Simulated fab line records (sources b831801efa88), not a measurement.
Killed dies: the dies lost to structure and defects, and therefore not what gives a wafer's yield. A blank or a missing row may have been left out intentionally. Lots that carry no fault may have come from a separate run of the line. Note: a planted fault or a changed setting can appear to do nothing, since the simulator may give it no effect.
fab line records | flow sky130
[record] lots = 24 wafers = 72 lastDay = 50
route steps=708 shown METAL3@536 VIA3@589 CAP2M@604 VIA4@651 PASSIVATION@693
lots with no fault: from the same line, run without faults
startH: the number of hours between the record's first day and the start of the first shown wafer of the lot | waitH: hours since the lot's step before | " the same as in the row above | L1.1+2: one row covering several wafers at once | - value missing, or start not given | * or withheld: withheld | < > ~ a bound
route shown NAME@n: names a module that has steps shown in the file, with the first one's number in the route | usual: mean and standard deviation over wafers with no fault | same: alike in all rows | chamber/n: place in a boat | sites: per-site readings | _std_site: standard deviation of those values | _edge_site: the outer-site mean with the inner-site mean subtracted | radiusMm: how far each site lies from the wafer's centre | mask NAME#n: copy n | behind: tool/chamber where the wafer was last shaped | hold: what put the lot on hold/how long, in hours/how the hold closed | device: names the non-switching transistor (n, p or np) | end of line: the tests these same wafers got at the end of their route | a step without rows: its recipe alone | killed: at the first sort, the dies lost to defects and structure; wafer yield is something else | map: shows each die of a wafer: x if killed, . if not, _ if none is there
set.NAME: the setting that was run; set.NAME@STEP: the one run at that earlier step | model.NAME: the simulator's own value behind a step, which no gauge read
the route's steps for a sample of lots (tables are steps, rows are wafers)
services: the hour from which a tool's chamber was out of use, counted from the record's first day as startH (under 0 if before that day), plus the number of hours and why
[[steps]]
[step SKY_METAL3_SPUTTER_04]
[recipe] material = TiN targetThkNm = 70 powerW = 6500 timeS = 58.3 chamberPressurePa = 0.4
[usual] cathodeDcPowerW = 6499.7/1.1 throttleValvePct = 30.0/1
// columns lot.wafer tool chamber startH waitH cathodeDcPowerW throttleValvePct
L074.2 pvdSputter-01 - 848.39 0.0 6499.9 29.6
L074.3 " - " " 6499.7 28.7
L074.6 " - " " 6499.0 29.5
L075.3 pvdSputter-01 - 856.98 0.0 6501.0 30.1
L075.5 " - " " 6501.7 28.4
L075.6 " - " " 6501.3 29.7
L076.1 pvdSputter-04 - 866.86 0.0 6498.9 29.4
L076.3 " - " " 6500.2 32.7
L076.4 " - " " 6498.6 29.7
L077.2 pvdSputter-04 - 876.06 0.0 6500.0 32.6
L077.4 " - " " 6500.0 29.6
L077.6 " - " " 6500.3 30.5
L079.2 pvdSputter-01 - 876.64 0.0 6499.2 28.4
L079.3 " - " " 6499.2 29.7
L079.6 " - " " 6499.1 29.6
L078.3 pvdSputter-01 - 879.86 0.0 6497.9 29.6
L078.4 " - " " 6497.4 30.5
L078.5 " - " " 6501.0 30.0
L081.2 pvdSputter-01 - 895.71 0.0 6499.8 30.5
L081.3 " - " " 6497.8 29.8
L081.6 " - " " 6500.2 30.2
L080.2 pvdSputter-04 - 898.75 0.0 6501.2 30.5
L080.3 " - " " 6500.6 30.2
L080.4 " - " " 6501.0 32.3
L082.2 pvdSputter-01 - 908.81 0.0 6499.7 28.6
L082.3 " - " " 6500.1 30.5
L082.5 " - " " 6499.3 28.5
L083.2 pvdSputter-01 - 913.31 0.0 6500.1 30.6
L083.3 " - " " 6499.5 29.6
L083.4 " - " " 6501.5 28.4
L084.1 pvdSputter-01 - 922.61 0.0 6500.1 29.5
L084.4 " - " " 6498.2 30.3
L084.5 " - " " 6499.8 30.5
L085.2 pvdSputter-04 - 931.17 0.0 6500.2 32.4
L085.3 " - " " 6502.0 29.9
L085.4 " - " " 6501.3 30.4
L086.3 pvdSputter-01 - 939.21 0.0 6499.7 29.9
L086.5 " - " " 6499.2 30.3
L086.6 " - " " 6499.0 29.8
L087.1 pvdSputter-01 - 943.07 0.0 6499.7 28.2
L087.4 " - " " 6501.9 29.7
L087.6 " - " " 6499.2 28.5
L088.2 pvdSputter-04 - 955.25 0.0 6498.9 32.6
L088.3 " - " " 6502.2 29.8
L088.5 " - " " 6501.5 29.7
L089.2 pvdSputter-03 - 959.11 0.0 6501.1 29.5
L089.4 " - " " 6498.8 31.5
L089.6 " - " " 6499.2 29.6
L090.1 pvdSputter-04 - 961.06 0.0 6496.7 32.3
L090.2 " - " " 6499.2 29.5
L090.4 " - " " 6499.6 30.4
L091.2 pvdSputter-03 - 975.41 0.0 6499.5 29.4
L091.4 " - " " 6500.3 29.7
L091.6 " - " " 6500.4 30.2
L092.2 pvdSputter-03 - 980.36 0.0 6499.8 31.7
L092.4 " - " " 6502.1 29.6
L092.6 " - " " 6498.7 29.7
L093.1 pvdSputter-03 - 988.82 0.0 6500.1 31.5
L093.5 " - " " 6499.3 29.5
L093.6 " - " " 6499.1 29.5
L094.1 pvdSputter-04 - 992.62 0.0 6499.7 29.7
L094.3 " - " " 6500.1 32.4
L094.4 " - " " 6498.1 30.1
L095.1 pvdSputter-01 - 1002.12 0.0 6499.0 29.9
L095.4 " - " " 6499.5 29.4
L095.5 " - " " 6499.4 29.6
L096.1 pvdSputter-01 - 1005.02 0.0 6501.4 30.3
L096.3 " - " " 6498.2 28.5
L096.4 " - " " 6501.9 29.5
L097.2 pvdSputter-03 - 1007.56 0.0 6499.1 30.2
L097.4 " - " " 6499.4 29.7
L097.5 " - " " 6501.6 29.6
[step SKY_VIA3_STRIP_16]
[recipe] chemistry = O2/N2 powerW = 1400 pressureMtorr = 1500 platenTempC = withheld o2FlowSccm = 3000 n2FlowSccm = 300 overashFraction = 0.5
[usual] drypumpMotorCurrentA = 5.9/0.39 oesProductAu = 0.403/0.0041 stripTimeToEndpointS = 4.146/0.022
// columns lot.wafer tool chamber startH waitH drypumpMotorCurrentA oesProductAu rfHoursCounterH stripTimeToEndpointS
L074.2 plasmaAsher-03 1 928.01 0.0 5.5 0.402 109 4.157
L074.3 " 1 " " 5.5 0.413 - 4.166
L074.6 " 0 " " 6.7 0.404 - 4.137
L075.3 plasmaAsher-04 0 936.09 0.1 5.9 0.397 - 4.139
L075.5 " 0 " " 5.9 0.401 - 4.167
L075.6 " 1 " " 6.2 0.401 - 4.123
L076.1 plasmaAsher-03 0 945.16 0.0 6.7 0.397 111 4.135
L076.3 " 0 " " 6.7 0.397 - 4.151
L076.4 " 1 " " 5.5 0.397 - 4.128
L077.2 plasmaAsher-04 1 954.14 0.0 6.2 0.395 20 4.120
L077.4 " 1 " " 6.2 0.403 - 4.144
L077.6 " 0 " " 5.9 0.408 - 4.119
L079.2 plasmaAsher-03 1 954.79 0.0 5.6 0.405 111 4.123
L079.3 " 0 " " 6.7 0.402 - 4.142
L079.6 " 1 " " 5.5 0.400 - 4.133
L078.3 plasmaAsher-03 1 958.62 0.1 5.5 0.407 - 4.153
L078.4 " 0 " " 6.7 0.402 - 4.118
L078.5 " 0 " " 6.7 0.403 - 4.112
L081.2 plasmaAsher-04 0 972.91 0.0 5.9 0.403 22 4.154
L081.3 " 1 " " 6.2 0.405 - 4.167
L081.6 " 0 " " 5.9 0.402 - 4.157
L080.2 plasmaAsher-02 1 976.71 0.0 5.7 0.404 79 4.145
L080.3 " 0 " " 5.3 0.403 - 4.186
L080.4 " 1 " " 5.7 0.402 - 4.127
L082.2 plasmaAsher-04 0 985.41 0.0 5.9 0.402 24 4.141
L082.3 " 1 " " 6.2 0.403 - 4.165
L082.5 " 1 " " 6.2 0.406 - 4.184
L083.2 plasmaAsher-04 1 989.50 0.0 6.2 0.402 25 4.169
L083.3 " 0 " " 5.9 0.403 - 4.193
L083.4 " 1 " " 6.2 0.403 - 4.152
L084.1 plasmaAsher-03 1 998.20 0.0 5.5 0.407 116 4.179
L084.4 " 0 " " 6.7 0.403 - 4.161
L084.5 " 1 " " 5.5 0.407 - 4.191
L085.2 plasmaAsher-04 1 1007.14 0.0 6.2 0.401 26 4.126
L085.3 " 1 " " 6.2 0.400 - 4.107
L085.4 " 0 " " 5.9 0.408 - 4.115
L086.3 plasmaAsher-04 1 1013.93 0.1 6.2 0.402 - 4.167
L086.5 " 0 " " 5.9 0.407 - 4.159
L086.6 " 1 " " 6.2 0.409 - 4.158
L087.1 plasmaAsher-02 0 1018.11 0.0 5.3 0.402 83 4.103
L087.4 " 1 " " 5.8 0.405 - 4.099
L087.6 " 0 " " 5.3 0.407 - 4.128
L088.2 plasmaAsher-02 0 1029.49 0.0 5.3 0.401 84 4.136
L088.3 " 0 " " 5.3 0.400 - 4.149
L088.5 " 0 " " 5.3 0.396 - 4.139
L089.2 plasmaAsher-03 0 1031.61 0.0 6.7 0.403 119 4.182
L089.4 " 1 " " 5.5 0.407 - 4.164
L089.6 " 1 " " 5.5 0.397 - 4.142
L090.1 plasmaAsher-02 0 1033.65 0.0 5.3 0.394 84 4.120
L090.2 " 1 " " 5.8 0.404 84 4.120
L090.4 " 0 " " 5.3 0.400 - 4.161
L091.2 plasmaAsher-04 1 1046.81 0.0 6.2 0.408 30 4.172
L091.4 " 1 " " 6.2 0.406 - 4.170
L091.6 " 1 " " 6.2 0.404 - 4.200
L092.2 plasmaAsher-04 1 1052.39 0.0 6.2 0.408 31 4.124
L092.4 " 1 " " 6.2 0.405 - 4.129
L092.6 " 0 " " 5.9 0.399 - 4.120
L093.1 plasmaAsher-02 1 1060.06 0.0 5.7 0.399 86 4.152
L093.5 " 1 " " 5.8 0.398 - 4.171
L093.6 " 0 " " 5.3 0.407 - 4.133
L094.1 plasmaAsher-04 0 1062.76 0.0 5.9 0.398 32 4.100
L094.3 " 0 " " 5.9 0.399 - 4.104
L094.4 " 1 " " 6.2 0.397 - 4.097
L095.1 plasmaAsher-04 0 1072.01 0.0 5.9 0.401 33 4.147
L095.4 " 1 " " 6.2 0.398 - 4.144
L095.5 " 1 " " 6.2 0.400 - 4.142
L096.1 plasmaAsher-04 1 1074.61 0.0 6.2 0.400 33 4.158
L096.3 " 0 " " 5.8 0.402 - 4.182
L096.4 " 1 " " 6.2 0.400 - 4.168
L097.2 plasmaAsher-04 0 1076.56 0.0 5.9 0.394 33 4.135
L097.4 " 1 " " 6.2 0.406 - 4.144
L097.5 " 0 " " 5.9 0.402 - 4.178
[step SKY_CAP2M_THK_MEAS_01]
[recipe] reads = SiO2_of_CAP2M_CVD_00
[usual] CAP2M_CVD_00_THK = 15.52/0.19
// columns lot.wafer tool chamber startH waitH CAP2M_CVD_00_THK[nm]
L074.2 filmMetro-02 - 929.45 - 15.48
L074.3 " - " " 15.32
L074.6 " - " " 15.67
L075.3 filmMetro-02 - 937.51 - 15.44
L075.5 " - " " 15.45
L075.6 " - " " 15.65
L076.1 filmMetro-04 - 946.63 - 15.38
L076.3 " - " " 15.27
L076.4 " - " " 15.47
L077.2 filmMetro-04 - 955.64 - 15.36
L077.4 " - " " 15.50
L077.6 " - " " 15.67
L079.2 filmMetro-02 - 956.34 - 15.70
L079.3 " - " " 15.56
L079.6 " - " " 15.82
L078.3 filmMetro-01 - 960.08 - 15.33
L078.4 " - " " 15.58
L078.5 " - " " 15.58
L081.2 filmMetro-04 - 974.35 - 15.30
L081.3 " - " " 15.15
L081.6 " - " " 15.52
L080.2 filmMetro-01 - 978.17 - 15.73
L080.3 " - " " 15.64
L080.4 " - " " 15.83
L082.2 filmMetro-02 - 986.97 - 15.59
L082.3 " - " " 15.45
L082.5 " - " " 15.71
L083.2 filmMetro-04 - 990.94 - 15.46
L083.3 " - " " 15.34
L083.4 " - " " 15.54
L084.1 filmMetro-02 - 1001.45 - 15.45
L084.4 " - " " 15.49
L084.5 " - " " 15.66
L085.2 filmMetro-04 - 1008.59 - 15.15
L085.3 " - " " 15.46
L085.4 " - " " 15.61
L086.3 filmMetro-04 - 1015.44 - 15.42
L086.5 " - " " 15.58
L086.6 " - " " 15.47
L087.1 filmMetro-01 - 1019.99 - 15.69
L087.4 " - " " 15.74
L087.6 " - " " 15.78
L088.2 filmMetro-04 - 1030.97 - 15.60
L088.3 " - " " 15.58
L088.5 " - " " 15.54
L089.2 filmMetro-04 - 1033.06 - 15.41
L089.4 " - " " 15.64
L089.6 " - " " 15.41
L090.1 filmMetro-04 - 1035.12 - 15.46
L090.2 " - " " 15.45
L090.4 " - " " 15.81
L091.2 filmMetro-02 - 1048.27 - 15.50
L091.4 " - " " 15.66
L091.6 " - " " 15.64
L092.2 filmMetro-02 - 1053.83 - 15.15
L092.4 " - " " 15.70
L092.6 " - " " 15.36
L093.1 filmMetro-04 - 1061.49 - 15.45
L093.5 " - " " 15.64
L093.6 " - " " 15.53
L094.1 filmMetro-04 - 1064.19 - 15.54
L094.3 " - " " 15.74
L094.4 " - " " 15.80
L095.1 filmMetro-04 - 1073.44 - 15.19
L095.4 " - " " 15.64
L095.5 " - " " 15.56
L096.1 filmMetro-01 - 1076.38 - 15.43
L096.3 " - " " 15.37
L096.4 " - " " 15.76
L097.2 filmMetro-01 - 1078.00 - 15.54
L097.4 " - " " 15.51
L097.5 " - " " 15.52
[step SKY_CAP2M_METAL_ETCH_13]
[recipe] targetDepthNm = 220 stopOn = SiO2 chemistry = Cl2/BCl3 target = TiN pressureMtorr = 10 icpW = 900 biasW = 48.5 Cl2_flow_sccm = 60 bcl3FlowSccm = 30 timeS = 62.9
[usual] biasW = 48.51/0.15 drypumpMotorCurrentA = 5.6/0.45 oesProductAu = 0.942/0.0071 throttleValvePct = 21.901/0.011
// columns lot.wafer tool chamber startH waitH biasW drypumpMotorCurrentA oesProductAu rfHoursCounterH throttleValvePct
L074.2 rieMetal-01 1 954.21 0.0 48.53 5.4 0.944 9 21.915
L074.3 " 0 " " 48.46 5.5 0.952 - 21.910
L074.6 " 0 " " 48.25 5.5 0.948 - 21.882
L075.3 rieMetal-01 0 962.09 0.0 48.44 5.5 0.931 - 21.897
L075.5 " 0 " " 48.45 5.5 0.930 - 21.905
L075.6 " 1 " " 48.49 5.3 0.937 - 21.900
L076.1 rieMetal-01 1 971.02 0.0 48.49 5.4 0.949 10 21.897
L076.3 " 1 " " 48.50 5.4 0.942 - 21.907
L076.4 " 0 " " 48.57 5.5 0.948 - 21.904
L077.2 rieMetal-03 0 980.16 0.0 48.50 5.2 0.948 15 21.897
L077.4 " 1 " " 48.76 6.2 0.960 - 21.893
L077.6 " 0 " " 48.39 5.2 0.946 - 21.887
L079.2 rieMetal-01 0 980.87 0.0 48.26 5.5 0.954 13 21.889
L079.3 " 1 " " 48.67 5.3 0.946 - 21.926
L079.6 " 1 " " 48.53 5.3 0.944 - 21.892
L078.3 rieMetal-03 0 984.64 0.0 48.10 5.2 0.946 - 21.912
L078.4 " 1 " " 48.60 6.2 0.949 - 21.903
L078.5 " 0 " " 48.34 5.2 0.947 - 21.894
L081.2 rieMetal-01 0 998.02 0.0 48.62 5.5 0.946 14 21.889
L081.3 " 1 " " 48.41 5.4 0.945 - 21.882
L081.6 " 1 " " 48.56 5.4 0.943 - 21.890
L080.2 rieMetal-01 1 1002.16 0.0 48.55 5.4 0.943 11 21.886
L080.3 " 0 " " 48.51 5.5 0.936 - 21.916
L080.4 " 1 " " 48.53 5.4 0.939 - 21.887
L082.2 rieMetal-03 0 1010.41 0.0 48.59 5.2 0.961 17 21.883
L082.3 " 1 " " 48.82 6.3 0.947 - 21.895
L082.5 " 0 " " 48.39 5.2 0.953 - 21.877
L083.2 rieMetal-04 1 1014.57 0.0 48.53 5.3 0.940 17 21.903
L083.3 " 0 " " 48.72 6.6 0.934 - 21.896
L083.4 " 1 " " 48.44 5.3 0.940 - 21.905
L084.1 rieMetal-04 0 1024.27 0.0 48.38 6.6 0.953 1 21.904
L084.4 " 0 " " 48.46 6.6 0.947 - 21.888
L084.5 " 1 " " 48.35 5.3 0.940 - 21.897
L085.2 rieMetal-03 1 1030.96 0.0 48.34 6.3 0.941 21 21.892
L085.3 " 0 " " 48.35 5.2 0.928 - 21.909
L085.4 " 1 " " 48.36 6.3 0.939 - 21.915
L086.3 rieMetal-01 0 1038.49 0.0 48.68 5.5 0.935 - 21.912
L086.5 " 1 " " 48.66 5.4 0.950 - 21.909
L086.6 " 0 " " 48.59 5.5 0.950 - 21.894
L087.1 rieMetal-01 1 1043.21 0.0 48.37 5.4 0.937 13 21.907
L087.4 " 1 " " 48.56 5.4 0.935 - 21.918
L087.6 " 0 " " 48.33 5.5 0.946 - 21.902
L088.2 rieMetal-04 0 1053.42 0.0 48.53 6.6 0.949 3 21.892
L088.3 " 1 " " 48.52 5.3 0.950 - 21.895
L088.5 " 1 " " 48.41 5.3 0.942 - 21.900
L089.2 rieMetal-01 1 1055.42 0.0 48.40 5.4 0.940 14 21.891
L089.4 " 0 " " 48.45 5.5 0.940 - 21.900
L089.6 " 1 " " 48.29 5.3 0.937 - 21.911
L090.1 rieMetal-01 1 1057.87 0.0 48.55 5.3 0.928 14 21.877
L090.2 " 0 " " 48.51 5.5 0.940 17 21.911
L090.4 " 1 " " 48.72 5.4 0.930 - 21.912
L091.2 rieMetal-04 0 1069.77 0.0 48.65 6.6 0.930 4 21.895
L091.4 " 1 " " 48.38 5.3 0.931 - 21.927
L091.6 " 1 " " 48.46 5.3 0.932 - 21.902
L092.2 rieMetal-01 1 1075.22 0.0 48.63 5.4 0.944 15 21.909
L092.4 " 1 " " 48.41 5.4 0.929 - 21.901
L092.6 " 1 " " 48.71 5.4 0.949 - 21.893
L093.1 rieMetal-04 1 1082.22 0.0 48.53 5.3 0.937 21 21.892
L093.5 " 0 " " 48.65 6.6 0.949 - 21.909
L093.6 " 1 " " 48.22 5.3 0.943 - 21.903
L094.1 rieMetal-01 0 1084.87 0.0 48.46 5.5 0.945 19 21.898
L094.3 " 0 " " 48.51 5.5 0.944 - 21.899
L094.4 " 1 " " 48.49 5.4 0.940 - 21.901
L095.1 rieMetal-04 0 1093.52 0.0 48.69 6.6 0.938 5 21.918
L095.4 " 1 " " 48.49 5.3 0.937 - 21.898
L095.5 " 0 " " 48.72 6.6 0.947 - 21.899
L096.1 rieMetal-01 0 1097.02 0.0 48.59 5.5 0.952 19 21.890
L096.3 " 0 " " 48.60 5.5 0.932 - 21.909
L096.4 " 1 " " 48.47 5.4 0.946 - 21.915
L097.2 rieMetal-01 1 1098.52 0.0 48.27 5.4 0.937 17 21.900
L097.4 " 0 " " 48.29 5.5 0.935 - 21.906
L097.5 " 0 " " 48.74 5.5 0.946 - 21.909
[step SKY_VIA4_ETCH_12]
[recipe] target = SiO2 chemistry = C4F8/O2/Ar stopOn = TiN maskMaterial = NOVOLAK sourceW = 1500 biasW = 1200 pressureMtorr = 40 c4f8FlowSccm = withheld O2_flow_sccm = 6 Ar_flow_sccm = 300 timeS = withheld targetDepthA = 5800
[usual] biasW = 1200/3.9 oesProductAu = 0.926/0.0049
// columns lot.wafer tool chamber startH waitH biasW oesProductAu
L074.2 rieDiel-01 3 1003.96 0.0 1196 0.924
L074.3 " 1 " " 1207 0.921
L074.6 " 2 " " 1200 0.929
L075.3 rieDiel-04 3 1012.46 0.0 1200 0.932
L075.5 " 3 " " 1196 0.932
L075.6 " 0 " " 1204 0.926
L076.1 rieDiel-02 0 1020.47 0.0 1201 0.924
L076.3 " 1 " " 1198 0.931
L076.4 " 3 " " 1202 0.933
L077.2 rieDiel-01 0 1029.22 0.0 1191 0.928
L077.4 " 1 " " 1197 0.927
L077.6 " 1 " " 1200 0.930
L079.2 rieDiel-04 0 1029.52 0.0 1205 0.919
L079.3 " 3 " " 1199 0.929
L079.6 " 2 " " 1198 0.937
L078.3 rieDiel-04 2 1032.87 0.0 1198 0.931
L078.4 " 3 " " 1200 0.925
L078.5 " 2 " " 1196 0.925
L081.2 rieDiel-01 0 1044.97 0.0 1191 0.923
L081.3 " 1 " " 1200 0.933
L081.6 " 1 " " 1200 0.926
L080.2 rieDiel-02 1 1049.56 0.0 1207 0.928
L080.3 " 0 " " 1200 0.931
L080.4 " 3 " " 1199 0.923
L082.2 rieDiel-04 1 1057.57 0.0 1201 0.925
L082.3 " 0 " " 1199 0.922
L082.5 " 3 " " 1200 0.929
L083.2 rieDiel-01 0 1061.59 0.0 1197 0.929
L083.3 " 2 " " 1193 0.928
L083.4 " 3 " " 1202 0.919
L084.1 rieDiel-04 1 1069.44 0.0 1202 0.926
L084.4 " 0 " " 1197 0.918
L084.5 " 1 " " 1205 0.923
L085.2 rieDiel-02 1 1076.17 0.0 1196 0.926
L085.3 " 0 " " 1206 0.928
L085.4 " 2 " " 1196 0.919
L086.3 rieDiel-01 3 1082.69 0.0 1197 0.926
L086.5 " 1 " " 1201 0.921
L086.6 " 2 " " 1199 0.920
L087.1 rieDiel-01 3 1087.51 0.0 1199 0.931
L087.4 " 2 " " 1205 0.921
L087.6 " 3 " " 1199 0.918
L088.2 rieDiel-01 1 1096.99 0.0 1201 0.923
L088.3 " 2 " " 1199 0.928
L088.5 " 1 " " 1209 0.933
L089.2 rieDiel-04 0 1099.04 0.0 1198 0.922
L089.4 " 1 " " 1196 0.923
L089.6 " 2 " " 1195 0.924
L090.1 rieDiel-01 2 1101.67 0.0 1202 0.925
L090.2 " 3 " " 1199 0.924
L090.4 " 1 " " 1193 0.925
L091.2 rieDiel-01 2 1113.22 0.0 1200 0.931
L091.4 " 1 " " 1207 0.927
L091.6 " 3 " " 1195 0.925
L092.2 rieDiel-01 1 1118.29 0.0 1200 0.938
L092.4 " 1 " " 1200 0.925
L092.6 " 2 " " 1202 0.928
L093.1 rieDiel-01 3 1124.27 0.0 1206 0.926
L093.5 " 3 " " 1204 0.915
L093.6 " 1 " " 1200 0.931
L094.1 rieDiel-01 0 1127.12 0.0 1207 0.926
L094.3 " 3 " " 1201 0.928
L094.4 " 1 " " 1196 0.930
L095.1 rieDiel-02 0 1134.57 0.0 1202 0.924
L095.4 " 2 " " 1202 0.920
L095.5 " 2 " " 1198 0.917
L096.1 rieDiel-04 0 1138.22 0.0 1205 0.927
L096.3 " 2 " " 1203 0.919
L096.4 " 3 " " 1197 0.927
L097.2 rieDiel-04 0 1139.52 0.0 1209 0.928
L097.4 " 2 " " 1202 0.928
L097.5 " 3 " " 1202 0.928
[step SKY_PASSIVATION_STRIP_12]
[recipe] chemistry = O2/N2 powerW = 1400 pressureMtorr = 1500 platenTempC = withheld overashFraction = 0.7 o2FlowSccm = 3000 n2FlowSccm = 300
[usual] drypumpMotorCurrentA = 5.7/0.34 oesProductAu = 0.660/0.0041 stripTimeToEndpointS = 31.52/0.12
// columns lot.wafer tool chamber startH waitH drypumpMotorCurrentA oesProductAu rfHoursCounterH stripTimeToEndpointS
L074.2 plasmaAsher-04 0 1051.49 0.1 5.9 0.663 30 31.58
L074.3 " 1 " " 6.2 0.660 - 31.58
L074.6 " 1 " " 6.2 0.664 - 31.73
L075.3 plasmaAsher-01 1 1059.72 0.1 5.6 0.657 - 31.63
L075.5 " 0 " " 5.3 0.653 - 31.66
L075.6 " 1 " " 5.6 0.657 - 31.67
L076.1 plasmaAsher-01 1 1068.03 0.1 5.6 0.658 65 31.55
L076.3 " 1 " " 5.6 0.666 - 31.34
L076.4 " 0 " " 5.2 0.656 - 31.34
L077.2 plasmaAsher-02 1 1074.38 0.1 5.7 0.661 88 31.44
L077.4 " 1 " " 5.7 0.659 - 31.52
L077.6 " 0 " " 5.3 0.659 - 31.40
L079.2 plasmaAsher-04 1 1075.64 0.1 6.2 0.672 33 31.33
L079.3 " 0 " " 5.9 0.663 - 31.39
L079.6 " 0 " " 5.9 0.656 - 31.44
L078.3 plasmaAsher-02 0 1078.77 0.1 5.3 0.662 - 31.34
L078.4 " 1 " " 5.7 0.663 - 31.53
L078.5 " 1 " " 5.7 0.656 - 31.40
L081.2 plasmaAsher-04 1 1091.24 0.1 6.2 0.665 35 31.56
L081.3 " 0 " " 5.8 0.657 - 31.63
L081.6 " 0 " " 5.8 0.655 - 31.51
L080.2 plasmaAsher-02 1 1093.44 0.1 5.7 0.664 89 31.52
L080.3 " 1 " " 5.8 0.657 - 31.48
L080.4 " 0 " " 5.3 0.659 - 31.45
L082.2 plasmaAsher-04 1 1101.44 0.1 6.2 0.663 36 31.49
L082.3 " 0 " " 5.9 0.667 - 31.43
L082.5 " 1 " " 6.2 0.648 - 31.49
L083.2 plasmaAsher-01 0 1105.24 0.1 5.2 0.663 68 31.51
L083.3 " 1 " " 5.6 0.658 - 31.55
L083.4 " 0 " " 5.3 0.659 - 31.64
L084.1 plasmaAsher-01 1 1112.94 0.1 5.6 0.661 69 31.55
L084.4 " 0 " " 5.3 0.656 - 31.49
L084.5 " 1 " " 5.6 0.663 - 31.45
L085.2 plasmaAsher-01 0 1118.54 0.1 5.3 0.665 69 31.56
L085.3 " 1 " " 5.6 0.660 - 31.25
L085.4 " 0 " " 5.2 0.657 - 31.50
L086.3 plasmaAsher-04 1 1126.57 0.1 6.2 0.662 - 31.54
L086.5 " 0 " " 5.9 0.660 - 31.37
L086.6 " 1 " " 6.2 0.659 - 31.50
L087.1 plasmaAsher-04 1 1129.24 0.1 6.2 0.663 39 31.52
L087.4 " 0 " " 5.9 0.662 - 31.45
L087.6 " 1 " " 6.2 0.663 - 31.46
L088.2 plasmaAsher-01 0 1138.64 0.1 5.2 0.667 71 31.68
L088.3 " 1 " " 5.6 0.664 - 31.72
L088.5 " 1 " " 5.6 0.655 - 31.65
L089.2 plasmaAsher-01 1 1140.24 0.1 5.6 0.660 72 31.62
L089.4 " 1 " " 5.6 0.666 - 31.61
L089.6 " 1 " " 5.6 0.661 - 31.43
L090.1 plasmaAsher-02 0 1142.49 0.1 5.3 0.657 94 31.48
L090.2 " 1 " " 5.7 0.656 94 31.69
L090.4 " 0 " " 5.3 0.663 - 31.52
L091.2 plasmaAsher-01 0 1153.14 0.1 5.2 0.663 73 31.74
L091.4 " 1 " " 5.6 0.659 - 31.68
L091.6 " 0 " " 5.2 0.655 - 31.63
L092.2 plasmaAsher-04 0 1158.19 0.1 5.9 0.666 41 31.75
L092.4 " 1 " " 6.2 0.661 - 31.67
L092.6 " 0 " " 5.9 0.657 - 31.75
L093.1 plasmaAsher-01 0 1162.84 0.1 5.3 0.662 74 31.50
L093.5 " 1 " " 5.6 0.660 - 31.46
L093.6 " 0 " " 5.3 0.663 - 31.50
L094.1 plasmaAsher-04 0 1165.99 0.1 5.9 0.662 42 31.76
L094.3 " 1 " " 6.2 0.662 - 31.56
L094.4 " 0 " " 5.9 0.664 - 31.58
L095.1 plasmaAsher-01 1 1171.94 0.1 5.6 0.661 75 31.40
L095.4 " 1 " " 5.6 0.655 - 31.41
L095.5 " 0 " " 5.3 0.659 - 31.41
L096.1 plasmaAsher-04 0 1176.04 0.1 5.9 0.663 43 31.62
L096.3 " 1 " " 6.2 0.655 - 31.42
L096.4 " 0 " " 5.8 0.656 - 31.49
L097.2 plasmaAsher-02 0 1177.09 0.1 5.3 0.663 97 31.27
L097.4 " 0 " " 5.3 0.653 - 31.49
L097.5 " 1 " " 5.7 0.671 - 31.37
[[services]]
// columns tool chamber startH hours kind
plasmaAsher-02 - 837.56 14.6 pm
pvdSputter-01 - 858.52 5.7 repair
plasmaAsher-02 - 859.10 0.8 repair
rieMetal-01 0 861.09 6.1 repair
plasmaAsher-01 - 883.40 2.1 repair
plasmaAsher-02 - 884.87 1.1 repair
plasmaAsher-02 - 905.05 1.1 repair
plasmaAsher-04 - 911.07 6.0 repair
rieMetal-01 1 920.42 2.7 repair
rieDiel-01 0 925.69 6.9 repair
rieDiel-04 3 931.92 11.7 repair
pvdSputter-01 - 948.20 2.6 repair
rieDiel-04 0 975.32 12.8 repair
rieMetal-01 - 975.51 2.8 pm
plasmaAsher-02 - 978.56 8.0 repair
rieMetal-01 - 1007.54 14.6 pm
rieDiel-01 2 1008.73 6.7 repair
plasmaAsher-02 - 1041.17 6.7 repair
plasmaAsher-02 - 1047.85 2.8 pm
plasmaAsher-02 - 1060.76 1.0 repair
rieDiel-01 0 1067.73 58.6 repair
rieDiel-01 2 1119.11 2.4 repair
pvdSputter-01 - 1134.96 0.5 repair
rieDiel-04 0 1143.15 2.1 repair
[[key]]
fault none
